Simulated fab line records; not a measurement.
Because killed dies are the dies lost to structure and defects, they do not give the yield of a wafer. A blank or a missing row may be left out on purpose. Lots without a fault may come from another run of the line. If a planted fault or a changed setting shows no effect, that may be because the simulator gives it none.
What tool caused it? :: flow gf180mcu :: 10 lots with 30 wafers sampled at 4 steps, on a route of 602 steps

## WHAT THE GAUGES SHOWED, per wafer
GF_VT_IMPLANT_OVL_MEAS_40. Usual: for VT_IMPLANT_03_OVL the level is 0.2 nm and the standard deviation is 1.2.
lot: L867
measured: day 7 20:13
on: overlay-01
VT_IMPLANT_03_OVL (nm): -0.4 -1.7 -0.7
flag: 

lot: L868
measured: day 8 00:46
on: overlay-02
VT_IMPLANT_03_OVL (nm): 0.3 -0.2 -1.1
flag: 

lot: L869
measured: day 8 04:28
on: overlay-02
VT_IMPLANT_03_OVL (nm): 2.1 0.7 -0.1
flag: 

lot: L870
measured: day 8 19:40
on: overlay-01
VT_IMPLANT_03_OVL (nm): 2.5 0.7 1.6
flag: 

lot: L871
measured: day 8 19:58
on: overlay-02
VT_IMPLANT_03_OVL (nm): -0.1 0.0 -1.2
flag: 

lot: L872
measured: day 9 00:59
on: overlay-02
VT_IMPLANT_03_OVL (nm): -1.3 -1.4 -1.6
flag: 

lot: L880
measured: day 11 06:52
on: overlay-02
VT_IMPLANT_03_OVL (nm): 0.5 -0.4 -1.5
flag: 

lot: L881
measured: day 11 10:28
on: overlay-01
VT_IMPLANT_03_OVL (nm): 0.3 -0.3 0.5
flag: 

lot: L883
measured: day 12 01:34
on: overlay-02
VT_IMPLANT_03_OVL (nm): 0.4 -0.4 -0.1
flag: 

lot: L890
measured: day 14 02:19
on: overlay-02
VT_IMPLANT_03_OVL (nm): 1.9 1.5 1.2
flag: 

GF_POLY_GATE_THK_MEAS_17. Usual: for POLY_GATE_OXIDATION_THK the level is 4.00 nm and the standard deviation is 0.078.
lot: L867
measured: day 9 13:43
on: filmMetro-02
POLY_GATE_OXIDATION_THK (nm): 4.07 3.96 4.04
flag: 

lot: L868
measured: day 9 17:20
on: filmMetro-03
POLY_GATE_OXIDATION_THK (nm): 4.03 3.93 3.89
flag: 

lot: L869
measured: day 10 00:29
on: filmMetro-04
POLY_GATE_OXIDATION_THK (nm): 4.03 4.02 4.00
flag: 

lot: L870
measured: day 10 13:44
on: filmMetro-03
POLY_GATE_OXIDATION_THK (nm): 3.99 4.06 3.97
flag: 

lot: L871
measured: day 10 16:23
on: filmMetro-04
POLY_GATE_OXIDATION_THK (nm): 3.94 4.00 3.87
flag: 

lot: L872
measured: day 10 20:06
on: filmMetro-03
POLY_GATE_OXIDATION_THK (nm): 3.96 3.86 4.01
flag: 

lot: L880
measured: day 13 05:01
on: filmMetro-02
POLY_GATE_OXIDATION_THK (nm): 4.00 3.87 3.92
flag: 

lot: L881
measured: day 13 10:22
on: filmMetro-02
POLY_GATE_OXIDATION_THK (nm): 3.98 4.01 4.05
flag: 

lot: L883
measured: day 14 01:02
on: filmMetro-03
POLY_GATE_OXIDATION_THK (nm): 4.11 3.99 4.05
flag: 

lot: L890
measured: day 16 04:40
on: filmMetro-02
POLY_GATE_OXIDATION_THK (nm): 3.89 4.04 4.02
flag: 

## WHAT TOOL EACH LOT RAN ON (gives the tool, then ch and the chambers of the sampled wafers, and finally the start)
lot: L867
GF_POLY_GATE_ETCH_12: rieDiel-04 ch 0,1,2, day 9 12:04
GF_POLY_GATE_ETCH_13: rieSi-02 ch 2,3, day 9 12:07

lot: L868
GF_POLY_GATE_ETCH_12: rieDiel-04 ch 1,2,3, day 9 15:49
GF_POLY_GATE_ETCH_13: rieSi-02 ch 0,1,2, day 9 15:52

lot: L869
GF_POLY_GATE_ETCH_12: rieDiel-01 ch 0,2, day 9 21:45
GF_POLY_GATE_ETCH_13: rieSi-02 ch 1,3, day 9 21:48

lot: L870
GF_POLY_GATE_ETCH_12: rieDiel-04 ch 0,3, day 10 12:13
GF_POLY_GATE_ETCH_13: rieSi-01 ch 2,3, day 10 12:16

lot: L871
GF_POLY_GATE_ETCH_12: rieDiel-03 ch 1,3, day 10 14:12
GF_POLY_GATE_ETCH_13: rieSi-02 ch 0,1,2, day 10 14:15

lot: L872
GF_POLY_GATE_ETCH_12: rieDiel-04 ch 0,2, day 10 18:28
GF_POLY_GATE_ETCH_13: rieSi-02 ch 2,3, day 10 18:31

lot: L880
GF_POLY_GATE_ETCH_12: rieDiel-04 ch 0,1,3, day 13 02:36
GF_POLY_GATE_ETCH_13: rieSi-01 ch 1,2,3, day 13 02:39

lot: L881
GF_POLY_GATE_ETCH_12: rieDiel-03 ch 0,2,3, day 13 08:45
GF_POLY_GATE_ETCH_13: rieSi-01 ch 0,1,2, day 13 08:48

lot: L883
GF_POLY_GATE_ETCH_12: rieDiel-03 ch 1,2, day 13 22:27
GF_POLY_GATE_ETCH_13: rieSi-02 ch 0,1, day 13 22:30

lot: L890
GF_POLY_GATE_ETCH_12: rieDiel-01 ch 1,2,3, day 16 03:09
GF_POLY_GATE_ETCH_13: rieSi-01 ch 1,2,3, day 16 03:12
- GF_POLY_GATE_ETCH_12: etches BARC in N2/H2.
- GF_POLY_GATE_ETCH_13: etches poly-Si in HBr/Cl2, stops on SiO2, target depth 198.5 nm, time 69.6 s.

## WHAT THE TOOLS THEMSELVES READ (means of the sampled wafers that have a number; where no wafer has one, the mark that the record gives instead)
GF_POLY_GATE_ETCH_12. Usual: drypumpMotorCurrentA 5.5 A, standard deviation 0.48; oesProductAu 0.735 a.u., standard deviation 0.0047; rfFwdPowerW 496.2 W, standard deviation 2.1; throttleValvePct 13.215 %, standard deviation 0.0088.
lot: L867
tool: rieDiel-04
drypumpMotorCurrentA (A): 5.7
oesProductAu (a.u.): 0.729
rfFwdPowerW (W): 497.4
throttleValvePct (%): 13.218
flag: 

lot: L868
tool: rieDiel-04
drypumpMotorCurrentA (A): 6.0
oesProductAu (a.u.): 0.736
rfFwdPowerW (W): 495.4
throttleValvePct (%): 13.215
flag: 

lot: L869
tool: rieDiel-01
drypumpMotorCurrentA (A): 5.3
oesProductAu (a.u.): 0.734
rfFwdPowerW (W): 494.7
throttleValvePct (%): 13.213
flag: 

lot: L870
tool: rieDiel-04
drypumpMotorCurrentA (A): 5.8
oesProductAu (a.u.): 0.730
rfFwdPowerW (W): 496.4
throttleValvePct (%): 13.215
flag: 

lot: L871
tool: rieDiel-03
drypumpMotorCurrentA (A): 5.2
oesProductAu (a.u.): 0.736
rfFwdPowerW (W): 497.3
throttleValvePct (%): 13.206
flag: 

lot: L872
tool: rieDiel-04
drypumpMotorCurrentA (A): 5.7
oesProductAu (a.u.): 0.730
rfFwdPowerW (W): 497.1
throttleValvePct (%): 13.212
flag: 

lot: L880
tool: rieDiel-04
drypumpMotorCurrentA (A): 5.8
oesProductAu (a.u.): 0.734
rfFwdPowerW (W): 496.9
throttleValvePct (%): 13.214
flag: 

lot: L881
tool: rieDiel-03
drypumpMotorCurrentA (A): 5.5
oesProductAu (a.u.): 0.737
rfFwdPowerW (W): 496.0
throttleValvePct (%): 13.219
flag: 

lot: L883
tool: rieDiel-03
drypumpMotorCurrentA (A): 5.1
oesProductAu (a.u.): 0.736
rfFwdPowerW (W): 495.5
throttleValvePct (%): 13.204
flag: 

lot: L890
tool: rieDiel-01
drypumpMotorCurrentA (A): 5.8
oesProductAu (a.u.): 0.744
rfFwdPowerW (W): 496.0
throttleValvePct (%): 13.213
flag: 

GF_POLY_GATE_ETCH_13. Usual: drypumpMotorCurrentA 6.05 A, standard deviation 0.25; oesProductAu 0.987 a.u., standard deviation 0.0082; rfFwdPowerW 396.9 W, standard deviation 1.4; throttleValvePct 33.684 %, standard deviation 0.0085.
lot: L867
tool: rieSi-02
drypumpMotorCurrentA (A): 5.69
oesProductAu (a.u.): 0.988
rfFwdPowerW (W): 396.5
throttleValvePct (%): 33.682
flag: 

lot: L868
tool: rieSi-02
drypumpMotorCurrentA (A): 5.74
oesProductAu (a.u.): 0.985
rfFwdPowerW (W): 397.5
throttleValvePct (%): 33.686
flag: 

lot: L869
tool: rieSi-02
drypumpMotorCurrentA (A): 6.04
oesProductAu (a.u.): 0.995
rfFwdPowerW (W): 395.9
throttleValvePct (%): 33.683
flag: 

lot: L870
tool: rieSi-01
drypumpMotorCurrentA (A): 6.37
oesProductAu (a.u.): 0.978
rfFwdPowerW (W): 397.1
throttleValvePct (%): 33.688
flag: 

lot: L871
tool: rieSi-02
drypumpMotorCurrentA (A): 5.76
oesProductAu (a.u.): 0.985
rfFwdPowerW (W): 396.7
throttleValvePct (%): 33.688
flag: 

lot: L872
tool: rieSi-02
drypumpMotorCurrentA (A): 5.89
oesProductAu (a.u.): 0.992
rfFwdPowerW (W): 398.0
throttleValvePct (%): 33.686
flag: 

lot: L880
tool: rieSi-01
drypumpMotorCurrentA (A): 6.27
oesProductAu (a.u.): 1.004
rfFwdPowerW (W): 460.4
throttleValvePct (%): 33.689
flag: OFF

lot: L881
tool: rieSi-01
drypumpMotorCurrentA (A): 6.20
oesProductAu (a.u.): 0.997
rfFwdPowerW (W): 461.5
throttleValvePct (%): 33.692
flag: OFF

lot: L883
tool: rieSi-02
drypumpMotorCurrentA (A): 5.90
oesProductAu (a.u.): 0.996
rfFwdPowerW (W): 395.6
throttleValvePct (%): 33.685
flag: 

lot: L890
tool: rieSi-01
drypumpMotorCurrentA (A): 6.27
oesProductAu (a.u.): 0.984
rfFwdPowerW (W): 396.6
throttleValvePct (%): 33.680
flag: 

## THE ANSWER, worked out from the rows above alone
Rule: a lot is off if the mean of its wafers that have a number lies more than 3 standard deviations from the usual mean. A lot without any number at a reading at which 4 lots or more have one is off too. Any other lot the step has rows for is counted as sound. The gauges are gone through in route order, then the tools' own readings, and for those a lot's mean is taken as printed above. At the first step where some lot is off, the reading lying furthest off is the one used; lots without a number count as furthest.
Off: L880, L881, at GF_POLY_GATE_ETCH_13 (rfFwdPowerW).
If a tool, at that step or one of the process steps before it, ran each lot that is off and ran no sound lot following the first of them, it fits. Not one of the candidates tried fits.

## WHAT THE SIMULATOR PUT IN
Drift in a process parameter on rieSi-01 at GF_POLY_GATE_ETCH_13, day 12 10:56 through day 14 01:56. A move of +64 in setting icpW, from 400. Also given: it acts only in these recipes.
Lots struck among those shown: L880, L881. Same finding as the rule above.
